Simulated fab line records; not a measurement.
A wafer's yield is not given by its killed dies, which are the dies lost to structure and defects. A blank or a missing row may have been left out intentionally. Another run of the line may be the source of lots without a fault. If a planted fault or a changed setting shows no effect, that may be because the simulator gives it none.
Comparing a struck lot with a sound one ; flow sky130 ; 17 steps out of a route of 708
Sound: wafers L571.1, L571.3, L571.4. Struck: wafer L581.4. (L581.3, L581.5 of the same lot were not struck and are left out.) The cause comes at the end.
At each step with rows: each side's tool, then ch and its chambers, then its first start. Under that, the readings that differ: sound wafers ; struck wafers ; difference of the means ; sigmas: that difference in standard deviations of wafers without a fault.
alike: readings whose means differ by less than 2 such deviations, and words and numbers that are the same on both sides. not compared: withheld readings, readings that some wafer has no value for, bounds like >300 that may hide the same value, and numbers for which the record gives no deviation and whose values overlap.
The two part at a step that has a row with sigmas, a row that says differs or no value, or rows on one side only. Numbers that have no deviation but don't overlap get no sigmas and don't part them. Lack of a reading on every wafer of one side parts them only where that side has two or more wafers.

SKY_VIA3_CMP_02: polishes SiO2.
  sound on cmp-02 ch 0,2,3, day 39 02:59; struck on cmp-01 ch 3, day 42 09:58
  alike: motor-current-A, slurry-filter-dp-kPa
SKY_VIA3_BOW_MEAS_03:
  struck on film-metro-04, day 42 10:12; sound on film-metro-04, day 39 03:17
reading;sound;struck;difference;sigmas
VIA3_BOW (um);90 86 87;109;+21;+3
then, 8 steps without rows for these wafers: SKY_VIA3_DEHYDRATE_04 (time 60 s); SKY_VIA3_HMDS_05 (prime time 60 s); SKY_VIA3_COAT_06 (resist thk 60 nm); SKY_VIA3_COAT_07 (resist thk 450 nm); SKY_VIA3_SOFTBAKE_08 (time 90 s); SKY_VIA3_EXPOSE_09 (exposes mask VIM3, target cd 200 nm); SKY_VIA3_PEB_10; SKY_VIA3_DEVELOP_11 (develop time 60 s).
SKY_VIA3_CD_MEAS_12: the cd target is 200 nm.
  struck on cd-sem-01, day 43 08:23; sound on cd-sem-02, day 40 03:58
  alike: cd-nm
SKY_VIA3_OVL_MEAS_13:
  struck on overlay-02, day 43 08:28; sound on overlay-02, day 40 04:05
  alike: VIA3_OVL
SKY_VIA3_ETCH_14: etches BARC in N2/H2, stops on SiO2, time 45.9 s, target depth 60 nm.
  sound on rie-diel-04 ch 0,1,2, day 40 04:07; struck on rie-diel-04 ch 2, day 43 08:29
reading;sound;struck;difference;sigmas
oes-product-au (a.u.);0.845 0.850 0.856;0.862;+0.012;+2
rf-fwd-power-W (W);491.8 496.6 490.5;413.5;-79.5;-40
model.KrF-thick_of_VIA3_COAT_07.thk-nm (nm);391.4 392.3 391.3;399;+7;
  alike: drypump-motor-current-A, throttle-valve-pct
  not compared: rf-hours-counter-h
SKY_VIA3_ETCH_15: etches SiO2 in C4F8/O2/Ar, stops on TiN, target depth 507 nm, time 78 s.
  sound on rie-diel-04 ch 0,1,2, day 40 04:10; struck on rie-diel-04 ch 2, day 43 08:32
reading;sound;struck;difference;sigmas
model.KrF-thick_of_VIA3_COAT_07.thk-nm (nm);287.3 289.8 287.9;298.3;+10.0;
  alike: oes-product-au, rf-fwd-power-W
  not compared: rf-hours-counter-h
SKY_VIA3_STRIP_16: strips in O2/N2.
  sound on plasma-asher-03 ch 0,1, day 40 04:13; struck on plasma-asher-02 ch 1, day 43 08:38
reading;sound;struck;difference;sigmas
oes-product-au (a.u.);0.406 0.406 0.398;0.414;+0.011;+2
strip-time-to-endpoint-s (s);4.090 4.123 4.096;4.207;+0.104;+5
  alike: drypump-motor-current-A
  not compared: rf-hours-counter-h
then, 1 step without rows for these wafers: SKY_VIA3_STRIP_17 (strips in post etch residue remover, time 1200 s).
-- the record jumps here: 5 days lie between the struck wafers' starts before and after (it left off in module VIA3 and takes up again in module PAD_OPEN, whose first step shown is number 708 of the route) --
SKY_PAD_OPEN_PROBE_99:
  struck on prober-01, day 48 19:37; sound on prober-01, day 46 04:26
  alike: defect-limited-yield, killed_at_M0_to_M3, killed_at_M4_up, killed-at-contacts, killed-at-front-end, killed-at-other, killed-dies, killed-open, killed-short, sort_bin_3_pad_short, sort_bin_5_function, sort_bin_6_memory, sort-n-pass, sort-yield-pct

== WHERE THEY PART ==
At SKY_VIA3_BOW_MEAS_03 first; at SKY_VIA3_STRIP_16 last (within this record only). Later steps at which nothing parts them and some readings are alike: SKY_PAD_OPEN_PROBE_99.

WHY: the cause the simulator had injected
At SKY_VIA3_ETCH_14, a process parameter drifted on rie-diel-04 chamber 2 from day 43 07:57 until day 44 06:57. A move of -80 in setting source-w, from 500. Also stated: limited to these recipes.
